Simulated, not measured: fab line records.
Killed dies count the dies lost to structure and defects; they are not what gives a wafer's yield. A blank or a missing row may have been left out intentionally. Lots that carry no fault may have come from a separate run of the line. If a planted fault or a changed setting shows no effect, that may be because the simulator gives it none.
fab line records	flow sky130
[record] lots = 10	wafers = 30	lastDay = 50
route steps=708 shown METAL2@484 METAL3@534 CAPM@539 PAD_OPEN@708
lots with no fault: from the same line, run without faults
startH: the number of hours between the record's first day and the start of the first shown wafer of the lot	waitH: hours from the lot's prior step to this one	" unchanged from the row above	L1.1+2: several wafers, shown together as one row	- no value, or no start was given	* or withheld: withheld	< > ~ a bound
route shown NAME@n: names a module that has steps shown in the file, with the first one's number in the route	usual: the fault-free wafers' mean and standard deviation	same: alike in all rows	chamber/n: place in a boat	sites: each site's reading	_std_site: the standard deviation of these	_edge_site: outer sites' mean less inner sites'	radiusMm: how far each site lies from the wafer's centre	mask NAME#n: copy n	behind: the last tool/chamber to shape the wafer	hold: why the lot was held/for how many hours/how that ended	device: which transistor (n, p or np) failed to switch	end of line: tests of these same wafers at the route's end	where a step has no rows: the recipe by itself	killed: dies lost to structure and defects at the first sort, not the wafer's yield	map: a wafer's dies, x killed, . not, _ none there
set.NAME: the setting as run; set.NAME@STEP: as run at that earlier step	model.NAME: the simulator's own value behind a step, which no gauge read
a sample of lots followed through the steps of the route, with each step as a table and each wafer as a row
services: from which hour (startH, from the record's first day; less than 0 if before it) a tool's chamber was out of use, for how many hours, and why
[[steps]]
[step SKY_METAL2_SPUTTER_01]
[recipe] material = TiN	targetThkNm = 20	powerW = 6500	timeS = 16.7	chamberPressurePa = 0.4
[usual] cathodeDcPowerW = 6500.1/1.1	chamberPressurePa = 0.4001/0.00078	throttleValvePct = 30.1/0.76
lot.wafer	tool	chamber	startH	waitH	cathodeDcPowerW	chamberPressurePa	throttleValvePct
L139.2	pvdSputter-03	-	797.89	0.0	6501.7	0.4016	29.7
L139.3	"	-	"	"	6499.6	0.4006	29.3
L139.6	"	-	"	"	6499.8	0.4016	29.5
L140.1	pvdSputter-01	-	816.19	0.0	6499.0	0.4008	31.1
L140.2	"	-	"	"	6500.3	0.4002	29.1
L140.6	"	-	"	"	6501.8	0.3996	30.3
L145.1	pvdSputter-01	-	852.05	0.0	6500.4	0.4004	30.4
L145.4	"	-	"	"	6501.1	0.4016	31.1
L145.6	"	-	"	"	6501.0	0.3997	30.3
L150.1	pvdSputter-03	-	885.89	0.0	6500.0	0.3992	30.2
L150.4	"	-	"	"	6501.9	0.3995	29.4
L150.6	"	-	"	"	6499.4	0.3997	30.0
L151.2	pvdSputter-03	-	892.74	0.0	6499.1	0.3990	30.2
L151.4	"	-	"	"	6500.8	0.3998	29.3
L151.6	"	-	"	"	6498.8	0.4002	30.0
L153.2	pvdSputter-04	-	909.66	0.0	6499.2	0.4005	32.0
L153.3	"	-	"	"	6499.5	0.3978	30.0
L153.5	"	-	"	"	6500.5	0.3989	31.6
L154.1	pvdSputter-03	-	916.56	0.0	6499.8	0.4003	29.6
L154.2	"	-	"	"	6501.5	0.4004	30.3
L154.4	"	-	"	"	6501.6	0.3996	29.2
L157.3	pvdSputter-03	-	933.02	0.0	6499.1	0.3995	29.4
L157.4	"	-	"	"	6500.8	0.3999	29.6
L157.5	"	-	"	"	6499.7	0.3997	30.4
L160.2	pvdSputter-01	-	967.75	0.0	6499.0	0.4008	30.0
L160.5	"	-	"	"	6501.3	0.3988	29.1
L160.6	"	-	"	"	6501.8	0.4000	31.2
L161.1	pvdSputter-01	-	968.48	0.0	6499.3	0.4006	30.3
L161.2	"	-	"	"	6502.0	0.3999	31.0
L161.6	"	-	"	"	6500.5	0.4001	30.2
[step SKY_METAL3_SPUTTER_02]
[recipe] material = AlCu	targetThkNm = 735	powerW = 10600	timeS = 39.1	chamberPressurePa = 0.4
[usual] cathodeDcPowerW = 10600/1.8	chamberPressurePa = 0.4000/0.00083	throttleValvePct = 30.4/1
lot.wafer	tool	chamber	startH	waitH	cathodeDcPowerW	chamberPressurePa	throttleValvePct
L139.2	pvdSputter-03	-	852.89	0.0	10599	0.4012	30.1
L139.3	"	-	"	"	10600	0.4004	29.3
L139.6	"	-	"	"	10596	0.3999	29.4
L140.1	pvdSputter-03	-	872.12	0.0	10600	0.4005	29.5
L140.2	"	-	"	"	10599	0.3999	30.3
L140.6	"	-	"	"	10600	0.4008	29.4
L145.1	pvdSputter-04	-	906.87	0.0	10604	0.4001	31.2
L145.4	"	-	"	"	10600	0.4003	32.2
L145.6	"	-	"	"	10604	0.3991	31.5
L150.1	pvdSputter-03	-	940.43	0.0	9569.1	0.3997	29.8
L150.4	"	-	"	"	9569.1	0.3996	29.1
L150.6	"	-	"	"	9572.2	0.3993	30.3
L151.2	pvdSputter-03	-	945.92	0.0	9570.4	0.3993	30.1
L151.4	"	-	"	"	9570.3	0.4003	29.3
L151.6	"	-	"	"	9570.2	0.3999	29.5
L153.2	pvdSputter-04	-	962.28	0.0	10601	0.3989	31.3
L153.3	"	-	"	"	10599	0.4003	30.0
L153.5	"	-	"	"	10600	0.3998	31.5
L154.1	pvdSputter-04	-	968.21	0.0	10601	0.4000	29.7
L154.2	"	-	"	"	10601	0.3987	31.5
L154.4	"	-	"	"	10601	0.3993	31.6
L157.3	pvdSputter-02	-	984.00	0.0	10598	0.3995	29.2
L157.4	"	-	"	"	10601	0.4003	32.3
L157.5	"	-	"	"	10599	0.3996	29.2
L160.2	pvdSputter-02	-	1017.46	0.0	10599	0.3994	29.5
L160.5	"	-	"	"	10603	0.4005	29.5
L160.6	"	-	"	"	10603	0.3997	29.2
L161.1	pvdSputter-02	-	1018.62	0.0	10603	0.4006	32.0
L161.2	"	-	"	"	10600	0.4000	29.7
L161.6	"	-	"	"	10603	0.3996	30.0
[step SKY_CAPM_SPUTTER_02]
[recipe] material = TiN	targetThkNm = 200	tempC = 300	powerW = 6500	timeS = 166.7	chamberPressurePa = 0.4
[usual] cathodeDcPowerW = 6500.0/1.2	chamberPressurePa = 0.4000/0.00074	throttleValvePct = 30.1/0.95
lot.wafer	tool	chamber	startH	waitH	cathodeDcPowerW	chamberPressurePa	throttleValvePct
L139.2	pvdSputter-01	-	853.08	0.0	6500.5	0.3997	29.2
L139.3	"	-	"	"	6499.3	0.4003	30.2
L139.6	"	-	"	"	6499.8	0.4009	31.0
L140.1	pvdSputter-02	-	872.30	0.1	6498.7	0.4005	29.4
L140.2	"	-	"	"	6500.5	0.4002	32.5
L140.6	"	-	"	"	6499.6	0.4005	29.9
L145.1	pvdSputter-03	-	907.05	0.1	6501.1	0.3988	30.2
L145.4	"	-	"	"	6500.4	0.4009	29.4
L145.6	"	-	"	"	6500.3	0.3997	30.4
L150.1	pvdSputter-02	-	940.61	0.1	6500.9	0.3995	29.7
L150.4	"	-	"	"	6502.3	0.4001	32.3
L150.6	"	-	"	"	6499.7	0.3993	29.1
L151.2	pvdSputter-01	-	946.10	0.0	6499.3	0.3992	30.3
L151.4	"	-	"	"	6499.7	0.4002	28.8
L151.6	"	-	"	"	6501.2	0.3999	29.1
L153.2	pvdSputter-01	-	962.47	0.0	6499.5	0.3996	30.9
L153.3	"	-	"	"	6500.8	0.3996	30.1
L153.5	"	-	"	"	6498.9	0.3996	30.7
L154.1	pvdSputter-02	-	968.40	0.1	6499.1	0.3991	29.7
L154.2	"	-	"	"	6501.7	0.4006	29.1
L154.4	"	-	"	"	6501.1	0.4009	29.7
L157.3	pvdSputter-03	-	984.19	0.0	6498.7	0.3990	29.7
L157.4	"	-	"	"	6500.7	0.3994	29.3
L157.5	"	-	"	"	6500.6	0.3991	29.6
L160.2	pvdSputter-03	-	1017.65	0.0	6499.1	0.4003	30.2
L160.5	"	-	"	"	6501.7	0.4010	29.7
L160.6	"	-	"	"	6501.1	0.4010	30.3
L161.1	pvdSputter-03	-	1018.81	0.1	6498.4	0.3991	29.2
L161.2	"	-	"	"	6499.2	0.4002	30.3
L161.6	"	-	"	"	6499.4	0.4007	29.6
[step SKY_CAPM_RS_MEAS_03]
[recipe] thkMeasGauge = four-point-probe	reads = TiN_of_CAPM_SPUTTER_02
[usual] CAPM_TIN_RS = 6.90/0.087
lot.wafer	tool	chamber	startH	waitH	CAPM_TIN_RS[ohm/sq]
L139.2	filmMetro-02	-	853.22	0.1	6.84
L139.3	"	-	"	"	6.94
L139.6	"	-	"	"	7.02
L140.1	filmMetro-02	-	872.41	0.1	6.76
L140.2	"	-	"	"	6.87
L140.6	"	-	"	"	6.86
L145.1	filmMetro-01	-	907.16	0.1	6.97
L145.4	"	-	"	"	6.90
L145.6	"	-	"	"	6.95
L150.1	filmMetro-02	-	940.72	0.1	6.87
L150.4	"	-	"	"	6.87
L150.6	"	-	"	"	6.76
L151.2	filmMetro-01	-	946.23	0.1	6.84
L151.4	"	-	"	"	6.67
L151.6	"	-	"	"	6.64
L153.2	filmMetro-03	-	962.60	0.1	6.93
L153.3	"	-	"	"	6.91
L153.5	"	-	"	"	6.90
L154.1	filmMetro-01	-	968.51	0.1	6.93
L154.2	"	-	"	"	6.77
L154.4	"	-	"	"	6.93
L157.3	filmMetro-02	-	984.34	0.1	6.96
L157.4	"	-	"	"	6.91
L157.5	"	-	"	"	6.93
L160.2	filmMetro-01	-	1017.78	0.1	6.94
L160.5	"	-	"	"	6.88
L160.6	"	-	"	"	6.94
L161.1	filmMetro-03	-	1018.92	0.1	6.94
L161.2	"	-	"	"	6.94
L161.6	"	-	"	"	6.91
[step SKY_METAL3_METAL_ETCH_18]
[recipe] targetDepthA = 8450	stopOn = SiO2	overEtchFrac = 0.3	timeS = 183.1	chemistry = Cl2/BCl3	resistSidewallDeg = 88	pressureMtorr = 10	icpW = 900	biasW = 48.5	Cl2_flow_sccm = 60	bcl3FlowSccm = 30
[usual] bcl3FlowSccm = 30.02/0.09	biasW = 48.54/0.15	chamberPressureMTorr = 9.998/0.0088	drypumpMotorCurrentA = 6.22/0.22	oesProductAu = 0.863/0.0067	throttleValvePct = 22.265/0.011
lot.wafer	tool	chamber	startH	waitH	bcl3FlowSccm	biasW	chamberPressureMTorr	drypumpMotorCurrentA	oesProductAu	rfHoursCounterH	throttleValvePct
L139.2	rieMetal-04	0	906.01	0.1	29.77	48.52	9.997	6.15	0.856	-	22.275
L139.3	"	0	"	"	29.94	48.81	9.991	6.15	0.878	-	22.274
L139.6	"	0	"	"	29.96	48.35	10.000	6.16	0.866	-	22.265
L140.1	rieMetal-04	1	923.45	0.0	30.13	48.66	9.995	6.46	0.864	11	22.276
L140.2	"	0	"	"	30.01	48.35	9.997	6.18	0.858	18	22.278
L140.6	"	1	"	"	30.03	48.70	9.995	6.49	0.851	-	22.279
L145.1	rieMetal-03	0	957.50	0.0	30.02	48.26	9.985	6.11	0.854	5	22.259
L145.4	"	1	"	"	30.17	48.43	9.993	6.21	0.856	-	22.257
L145.6	"	1	"	"	30.14	48.67	9.986	6.19	0.867	-	22.244
L150.1	rieMetal-03	1	989.47	0.0	30.03	48.67	9.980	6.20	0.825	18	22.290
L150.4	"	0	"	"	29.92	48.54	10.012	6.13	0.833	-	22.283
L150.6	"	0	"	"	29.95	48.48	10.000	6.13	0.827	-	22.249
L151.2	rieMetal-04	1	994.07	0.0	29.95	48.52	9.992	6.50	0.831	15	22.261
L151.4	"	0	"	"	30.03	48.52	10.000	6.10	0.838	-	22.262
L151.6	"	1	"	"	30.10	48.59	9.996	6.50	0.825	-	22.273
L153.2	rieMetal-04	0	1010.82	0.0	29.98	48.81	9.996	6.12	0.865	3	22.268
L153.3	"	0	"	"	30.04	48.57	9.992	6.10	0.861	-	22.246
L153.5	"	1	"	"	29.93	48.48	9.998	6.51	0.861	-	22.289
L154.1	rieMetal-04	0	1016.04	0.0	30.07	48.63	10.008	6.12	0.867	3	22.254
L154.2	"	1	"	"	29.94	48.46	10.004	6.50	0.858	17	22.269
L154.4	"	1	"	"	30.02	48.63	10.000	6.52	0.866	-	22.267
L157.3	rieMetal-03	0	1031.56	0.1	30.15	48.41	10.003	6.11	0.860	-	22.284
L157.4	"	1	"	"	30.09	48.55	10.008	6.19	0.864	-	22.267
L157.5	"	0	"	"	30.09	48.45	10.009	6.09	0.868	-	22.262
L160.2	rieMetal-03	0	1062.27	0.0	30.00	48.50	9.995	6.09	0.859	12	22.260
L160.5	"	1	"	"	29.93	48.50	9.998	6.19	0.873	-	22.274
L160.6	"	0	"	"	30.03	48.68	9.995	6.09	0.864	-	22.260
L161.1	rieMetal-04	0	1062.84	0.0	29.93	48.54	9.992	6.15	0.854	6	22.265
L161.2	"	1	"	"	29.88	48.70	9.980	6.53	0.868	20	22.277
L161.6	"	0	"	"	30.03	48.37	10.013	6.11	0.854	-	22.258
[step SKY_PAD_OPEN_PROBE_99]
[usual] defectLimitedYield = 82.4/1.9	killed_at_M0_to_M3 = 44/7.1	killed_at_M4_up = 3.5/2	killedAtContacts = 24/5.3	killedAtFrontEnd = 15/4.8	killedAtOther = 0.1/0.35	killedDies = 86/9.3	killedOpen = 47/7.8	killedShort = 39/5.9	sort_bin_3_pad_short = 0.8/0.42	sort_bin_5_function = 10.3/1.4	sort_bin_6_memory = 6.4/1.1	sortNPass = 406/9.3	sortYieldPct = 82.4/1.9
[same] grossDies = 492	killedAtBackSide = 0	sort_bin_4_leakage[%] = 0	sort_bin_8_speed[%] = 0
lot.wafer	tool	chamber	startH	waitH	defectLimitedYield[%]	killed_at_M0_to_M3	killed_at_M4_up	killedAtContacts	killedAtFrontEnd	killedAtOther	killedDies	killedOpen	killedShort	sort_bin_3_pad_short[%]	sort_bin_5_function[%]	sort_bin_6_memory[%]	sortNPass	sortYieldPct[%]
L154.1	prober-02	-	1169.71	0.1	83.3	39	3	29	11	0	82	49	33	1.2	10.4	5.1	410	83.3
L154.2	prober-02	-	1169.76	0.1	83.3	42	4	23	13	0	82	42	40	0.8	10.2	5.7	410	83.3
L154.4	prober-02	-	1169.86	0.2	82.9	41	5	22	15	1	84	42	42	0.8	8.7	7.5	408	82.9
// killed by level:class
L154.1 CONTACT:geometricParticle:open=11 VIA2:geometricParticle:open=10 LI_CONTACT:geometricParticle:open=9 METAL1:geometricParticle:short=6 VIA1:geometricParticle:open=5 FIELD_ISO:geometricParticle:open=4 CONTACT:geometricParticle:short=4 METAL2:geometricParticle:short=4
L154.2 METAL1:geometricParticle:short=11 CONTACT:geometricParticle:open=8 LI_CONTACT:geometricParticle:open=7 METAL2:geometricParticle:short=5 VIA2:geometricParticle:open=5 VIA3:geometricParticle:open=5 CONTACT:geometricParticle:short=4 FIELD_ISO:geometricParticle:short=3
L154.4 CONTACT:geometricParticle:open=11 VIA3:geometricParticle:open=9 METAL2:geometricParticle:short=7 VIA1:geometricParticle:open=6 VIA1:geometricParticle:short=5 LI_CONTACT:geometricParticle:open=4 LOCAL_INTERCONNECT:geometricParticle:short=4 METAL1:geometricParticle:short=4
[[services]]
tool	chamber	startH	hours	kind
rieMetal-04	-	791.89	1.4	pm
rieMetal-03	1	798.07	3.4	repair
pvdSputter-01	-	799.47	5.5	repair
pvdSputter-02	-	810.01	38.3	repair
rieMetal-03	-	813.40	2.8	pm
pvdSputter-01	-	849.20	0.5	repair
pvdSputter-04	-	851.69	3.7	repair
pvdSputter-03	3	853.00	-	consumableReplace:kit
pvdSputter-03	3	853.00	18.0	scheduledDown
pvdSputter-03	3	853.00	18.0	ventCycle
rieMetal-04	1	885.58	21.1	repair
pvdSputter-04	-	891.01	0.6	repair
pvdSputter-01	-	892.50	10.0	repair
pvdSputter-04	-	922.71	3.3	repair
pvdSputter-01	-	924.79	6.6	repair
pvdSputter-02	-	941.72	2.0	repair
pvdSputter-01	-	974.30	11.3	repair
rieMetal-04	-	981.06	0.5	repair
pvdSputter-03	-	989.84	2.7	repair
rieMetal-04	0	1001.86	5.7	repair
pvdSputter-03	2	1006.61	-	consumableReplace:kit
pvdSputter-03	2	1006.61	18.0	scheduledDown
rieMetal-04	1	1017.43	2.9	repair
pvdSputter-04	-	1037.28	1.0	repair
[[key]]
[firstSign] step = SKY_METAL3_SPUTTER_02	reading = cathodeDcPowerW	direction = down	sigmas = 99+	usual = 10600	struck = 9570.2
[effect] step = SKY_METAL3_METAL_ETCH_18	reading = oesProductAu	direction = down	sigmas = 5	usual = 0.863	struck = 0.830
metAt SKY_METAL3_SPUTTER_02
struckLots L150,L151
notActingAt SKY_METAL2_SPUTTER_01,SKY_CAPM_SPUTTER_02,SKY_CAPM_RS_MEAS_03
onsetBetween 872.12 940.43
[fault] kind = processParameterDrift	tool = pvdSputter-03	chamber = -	onsetH = 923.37	steps = SKY_METAL3_SPUTTER_02	channel = powerW	offset = *	shape = step	endH = 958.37	actsIn = *	stated = *
